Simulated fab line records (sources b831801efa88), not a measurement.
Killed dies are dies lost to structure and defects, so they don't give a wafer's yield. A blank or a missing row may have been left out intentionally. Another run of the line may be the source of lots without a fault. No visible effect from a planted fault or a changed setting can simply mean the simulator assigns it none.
Which of the tools did it? | flow gf180mcu | 12 lots, 36 wafers sampled, at 5 steps of a route of 602

== WHAT THE GAUGES SHOWED, per wafer ==
GF_HV_LDD_OVL_MEAS_20.
lot  | measured     | on         | HV_LDD_01_OVL (nm)
L969 | day 11 01:17 | overlay-02 | 0.0 -0.3 1.4
L972 | day 12 02:10 | overlay-02 | 1.3 -0.7 0.1
L975 | day 13 03:50 | overlay-02 | 0.3 2.1 1.6
L976 | day 13 08:55 | overlay-01 | 0.0 -0.2 -0.5
L980 | day 14 19:07 | overlay-02 | -2.7 -1.0 -1.6
L982 | day 15 07:49 | overlay-02 | -1.5 -1.4 -0.8
L983 | day 15 21:13 | overlay-01 | -1.2 0.3 -0.1
L984 | day 16 04:01 | overlay-01 | -0.6 0.3 0.3
L985 | day 16 09:41 | overlay-02 | -2.1 -1.9 -3.5
L988 | day 17 04:17 | overlay-01 | 1.2 -1.2 0.6
L989 | day 17 13:46 | overlay-01 | -2.5 0.6 -0.1
L991 | day 18 06:32 | overlay-02 | 0.2 -0.9 -2.2

GF_HV_LDD_TW_MEAS_38.
lot  | measured     | on           | HV_LDD_3_TW
L969 | day 11 19:52 | filmMetro-01 | 1434 1443 1439
L972 | day 12 21:39 | filmMetro-02 | 1432 1435 1434
L975 | day 14 00:13 | filmMetro-01 | 1466 1469 1462
L976 | day 14 05:11 | filmMetro-02 | 1459 1453 1454
L980 | day 15 17:21 | filmMetro-02 | 1419 1423 1427
L982 | day 16 06:19 | filmMetro-01 | 1436 1441 1434
L983 | day 16 20:00 | filmMetro-02 | 1434 1430 1428
L984 | day 17 04:40 | filmMetro-04 | 1415 1415 1425
L985 | day 17 09:58 | filmMetro-01 | 1432 1437 1442
L988 | day 18 03:51 | filmMetro-04 | 1417 1416 1418
L989 | day 18 14:28 | filmMetro-01 | 1433 1436 1438
L991 | day 19 07:28 | filmMetro-04 | 1414 1408 1414

GF_HV_LDD_RS_MEAS_53: measurement is done with a four-point probe.
lot  | measured     | on           | HV_LDD_RS (ohm/sq)
L969 | day 12 15:30 | filmMetro-04 | 418.8 418.7 419.2
L972 | day 13 18:16 | filmMetro-01 | 417.9 417.4 417.8
L975 | day 14 20:51 | filmMetro-04 | 411.8 412.2 411.5
L976 | day 15 01:47 | filmMetro-02 | 411.4 412.2 412.3
L980 | day 16 15:34 | filmMetro-02 | 418.6 417.3 419.3
L982 | day 17 05:21 | filmMetro-01 | 419.1 419.8 418.0
L983 | day 17 19:15 | filmMetro-04 | 418.5 418.8 418.4
L984 | day 18 04:01 | filmMetro-02 | 417.0 417.2 417.6
L985 | day 18 09:56 | filmMetro-01 | 417.3 418.4 417.6
L988 | day 19 04:19 | filmMetro-02 | 416.7 418.6 416.9
L989 | day 19 15:11 | filmMetro-02 | 418.0 417.4 418.0
L991 | day 20 08:32 | filmMetro-04 | 419.7 418.6 418.4

== EACH LOT AND THE TOOL THAT RAN IT (in order: tool; ch and the chambers of the sampled wafers; start) ==
lot  | GF_MVSD_STRIP_10                    | GF_HV_LDD_IMPLANT_36
L969 | plasmaAsher-01 ch 0,1, day 4 16:34  | implanter-03 ch 0, day 11 19:38
L972 | plasmaAsher-04 ch 0,1, day 5 08:58  | implanter-01 ch 0, day 12 21:25
L975 | plasmaAsher-04 ch 0,1, day 6 03:02  | implanter-04 ch 0, day 14 00:00
L976 | plasmaAsher-02 ch 0,1, day 6 07:39  | implanter-04 ch 0, day 14 04:57
L980 | plasmaAsher-04 ch 0,1, day 7 07:40  | implanter-03 ch 0, day 15 17:06
L982 | plasmaAsher-02 ch 0,1, day 7 21:26  | implanter-01 ch 0, day 16 06:05
L983 | plasmaAsher-02 ch 0,1, day 8 04:00  | implanter-01 ch 0, day 16 19:45
L984 | plasmaAsher-02 ch 0,1, day 8 09:17  | implanter-03 ch 0, day 17 04:27
L985 | plasmaAsher-02 ch 0,1, day 8 16:59  | implanter-04 ch 0, day 17 09:46
L988 | plasmaAsher-01 ch 0,1, day 9 06:30  | implanter-03 ch 0, day 18 03:37
L989 | plasmaAsher-01 ch 0,1, day 9 14:03  | implanter-04 ch 0, day 18 14:11
L991 | plasmaAsher-01 ch 0,1, day 10 00:33 | implanter-03 ch 0, day 19 07:12
- GF_MVSD_STRIP_10: strips in O2/N2.
- GF_HV_LDD_IMPLANT_36

== WHAT THE TOOLS THEMSELVES READ (means of the sampled wafers that have a number; where no wafer has one, the mark that the record gives instead) ==
GF_MVSD_STRIP_10.
lot  | tool           | drypumpMotorCurrentA (A) | heaterPowerW (W) | oesProductAu (a.u.) | platenTempC (C) | stripTimeToEndpointS (s)
L969 | plasmaAsher-01 | 6.0                      | 365              | 0.719               | 249.92          | 36.82
L972 | plasmaAsher-04 | 5.3                      | 388              | 0.718               | 249.95          | 36.85
L975 | plasmaAsher-04 | 5.8                      | 411              | 0.723               | 249.91          | 36.85
L976 | plasmaAsher-02 | 5.4                      | 363              | 0.720               | 249.89          | 36.85
L980 | plasmaAsher-04 | 5.3                      | 393              | 0.722               | 250.05          | 36.83
L982 | plasmaAsher-02 | 5.4                      | 359              | 0.720               | 249.90          | 36.88
L983 | plasmaAsher-02 | 5.4                      | 363              | 0.723               | 250.03          | 36.91
L984 | plasmaAsher-02 | 5.8                      | 377              | 0.723               | 249.81          | 36.82
L985 | plasmaAsher-02 | 5.4                      | 363              | 0.723               | 249.79          | 36.90
L988 | plasmaAsher-01 | 5.8                      | 356              | 0.721               | 250.02          | 36.94
L989 | plasmaAsher-01 | 5.9                      | 366              | 0.723               | 249.99          | 36.95
L991 | plasmaAsher-01 | 6.0                      | 371              | 0.721               | 250.09          | 36.96

GF_HV_LDD_IMPLANT_36.
lot  | tool         | beamOnS (s) | faradayCurrentUA
L969 | implanter-03 | 9.89        | 43.0
L972 | implanter-01 | 10.03       | 42.2
L975 | implanter-04 | 12.77       | 33.1
L976 | implanter-04 | 12.97       | 32.6
L980 | implanter-03 | 10.09       | 41.9
L982 | implanter-01 | 9.99        | 42.3
L983 | implanter-01 | 10.12       | 41.7
L984 | implanter-03 | 9.93        | 42.5
L985 | implanter-04 | 9.97        | 42.4
L988 | implanter-03 | 10.19       | 41.4
L989 | implanter-04 | 9.80        | 43.1
L991 | implanter-03 | 10.04       | 42.2

== THE ANSWER, worked out from the rows above alone ==
Rule: usual is defined by the lots themselves. The widest of any qualifying gaps counts: lots, ordered by their means at a reading, are off when they make up no more than a third of the lots, leave a main group of 4 or more, and stand apart from it by 3 or more times the standard deviation of that group's means. If all means in a main group match to the digits the tables above print for the reading, that group is not used. A lot without any number at a reading at which 4 lots or more have one is off too. Any other lot the step has rows for is counted as sound. Order of review: gauges by route order, followed by the tools' own readings, for which a lot's mean as printed above is used. At the first step where some lot is off, the reading lying furthest off is the one used; lots without a number count as furthest.
Off: L975, L976, seen at GF_HV_LDD_RS_MEAS_53 (HV_LDD_RS). For the main group the mean is 418.2 ohm/sq and the standard deviation 0.62.
If a tool, at a process step before that reading, ran all the lots that are off and no sound lot after the first of them, it fits. The gauges at GF_HV_LDD_RS_MEAS_53 aren't tried: what is off there is off at GF_HV_LDD_IMPLANT_36 too, on other tools, and a gauge's error can't cause that. Not one of the candidates tried fits.

== WHAT THE SIMULATOR PUT IN ==
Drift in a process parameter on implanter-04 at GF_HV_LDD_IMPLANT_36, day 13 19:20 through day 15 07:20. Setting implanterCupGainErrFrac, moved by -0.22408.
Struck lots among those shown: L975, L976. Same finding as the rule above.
